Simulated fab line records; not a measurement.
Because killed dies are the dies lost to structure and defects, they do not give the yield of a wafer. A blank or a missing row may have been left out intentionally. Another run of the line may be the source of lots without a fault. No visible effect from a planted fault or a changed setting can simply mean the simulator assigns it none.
Chamber matching || flow sky130 || 4 sister chambers for SKY_FIELD_ISO_ETCH_17 on rieSi-02
The step etches Si in HBr/Cl2/O2, target depth 342 nm, time 97.7 s. 14 wafers are shown with their chamber, then 6 later ones without.

== WAFERS, EACH WITH ITS CHAMBER ==
{"wafer": "L699.1", "chamber": 1, "drypumpMotorCurrentA (A)": 6.6, "oesProductAu (a.u.)": 1.012, "runLengthS (s)": 125.5}
{"wafer": "L699.3", "chamber": 3, "drypumpMotorCurrentA (A)": 6.2, "oesProductAu (a.u.)": 0.995, "runLengthS (s)": 125.9}
{"wafer": "L699.5", "chamber": 3, "drypumpMotorCurrentA (A)": 6.2, "oesProductAu (a.u.)": 0.982, "runLengthS (s)": 125.6}
{"wafer": "L700.1", "chamber": 1, "drypumpMotorCurrentA (A)": 6.6, "oesProductAu (a.u.)": 1.002, "runLengthS (s)": 125.2}
{"wafer": "L700.2", "chamber": 2, "drypumpMotorCurrentA (A)": 6.6, "oesProductAu (a.u.)": 0.986, "runLengthS (s)": 125.8}
{"wafer": "L700.3", "chamber": 3, "drypumpMotorCurrentA (A)": 6.2, "oesProductAu (a.u.)": 0.992, "runLengthS (s)": 125.4}
{"wafer": "L701.2", "chamber": 3, "drypumpMotorCurrentA (A)": 6.2, "oesProductAu (a.u.)": 0.992, "runLengthS (s)": 126.0}
{"wafer": "L701.5", "chamber": 3, "drypumpMotorCurrentA (A)": 6.3, "oesProductAu (a.u.)": 0.985, "runLengthS (s)": 125.4}
{"wafer": "L701.6", "chamber": 2, "drypumpMotorCurrentA (A)": 6.5, "oesProductAu (a.u.)": 0.992, "runLengthS (s)": 125.9}
{"wafer": "L704.4", "chamber": 3, "drypumpMotorCurrentA (A)": 6.2, "oesProductAu (a.u.)": 1.002, "runLengthS (s)": 125.7}
{"wafer": "L704.5", "chamber": 2, "drypumpMotorCurrentA (A)": 6.5, "oesProductAu (a.u.)": 0.990, "runLengthS (s)": 125.9}
{"wafer": "L704.6", "chamber": 0, "drypumpMotorCurrentA (A)": 5.9, "oesProductAu (a.u.)": 1.027, "runLengthS (s)": 126.0}
{"wafer": "L706.1", "chamber": 0, "drypumpMotorCurrentA (A)": 5.9, "oesProductAu (a.u.)": 1.026, "runLengthS (s)": 125.9}
{"wafer": "L706.3", "chamber": 3, "drypumpMotorCurrentA (A)": 6.2, "oesProductAu (a.u.)": 0.982, "runLengthS (s)": 125.4}

SIGNATURES, as means of the wafers listed above
{"reading": "drypumpMotorCurrentA", "chamber 0": 5.900, "chamber 1": 6.600, "chamber 2": 6.533, "chamber 3": 6.214, "scatter within a chamber": 0.039}
{"reading": "oesProductAu", "chamber 0": 1.02650, "chamber 1": 1.00700, "chamber 2": 0.98933, "chamber 3": 0.99000, "scatter within a chamber": 0.00632}
{"reading": "runLengthS", "chamber 0": 125.950, "chamber 1": 125.350, "chamber 2": 125.867, "chamber 3": 125.629, "scatter within a chamber": 0.208}
Rule: a wafer's distance from a chamber is the root of the sum, over the readings, of the square of ((its reading less the chamber's mean) divided by the reading's scatter). The wafer belongs to the nearest chamber; if the next one is less than 2 further off, it can't be placed. The scatter: take each reading less its chamber's mean, square it, sum over the shown wafers, divide by the number of wafers less the number of chambers, and take the root.

== WAFERS WITHOUT THEIR CHAMBER ==
{"wafer": "L706.5", "drypumpMotorCurrentA (A)": 6.2, "oesProductAu (a.u.)": 0.985, "runLengthS (s)": 125.9}
{"wafer": "L711.2", "drypumpMotorCurrentA (A)": 6.2, "oesProductAu (a.u.)": 0.998, "runLengthS (s)": 125.8}
{"wafer": "L711.3", "drypumpMotorCurrentA (A)": 6.6, "oesProductAu (a.u.)": 1.022, "runLengthS (s)": 125.9}
{"wafer": "L711.5", "drypumpMotorCurrentA (A)": 5.9, "oesProductAu (a.u.)": 1.024, "runLengthS (s)": 126.0}
{"wafer": "L715.3", "drypumpMotorCurrentA (A)": 6.6, "oesProductAu (a.u.)": 1.025, "runLengthS (s)": 125.3}
{"wafer": "L717.2", "drypumpMotorCurrentA (A)": 5.9, "oesProductAu (a.u.)": 1.012, "runLengthS (s)": 126.1}

== WHICH CHAMBER EACH WENT THROUGH ==
{"wafer": "L706.5", "from the rows above": 3, "in truth": 3}
{"wafer": "L711.2", "from the rows above": 3, "in truth": 3}
{"wafer": "L711.3", "from the rows above": "can't be placed: 1 or 2", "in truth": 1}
{"wafer": "L711.5", "from the rows above": 0, "in truth": 0}
{"wafer": "L715.3", "from the rows above": 1, "in truth": 1}
{"wafer": "L717.2", "from the rows above": 0, "in truth": 0}
Correctly placed: 5 of 6. These rows do not allow placing 1 (true chamber among the candidates in 1). 0 placed wrongly.
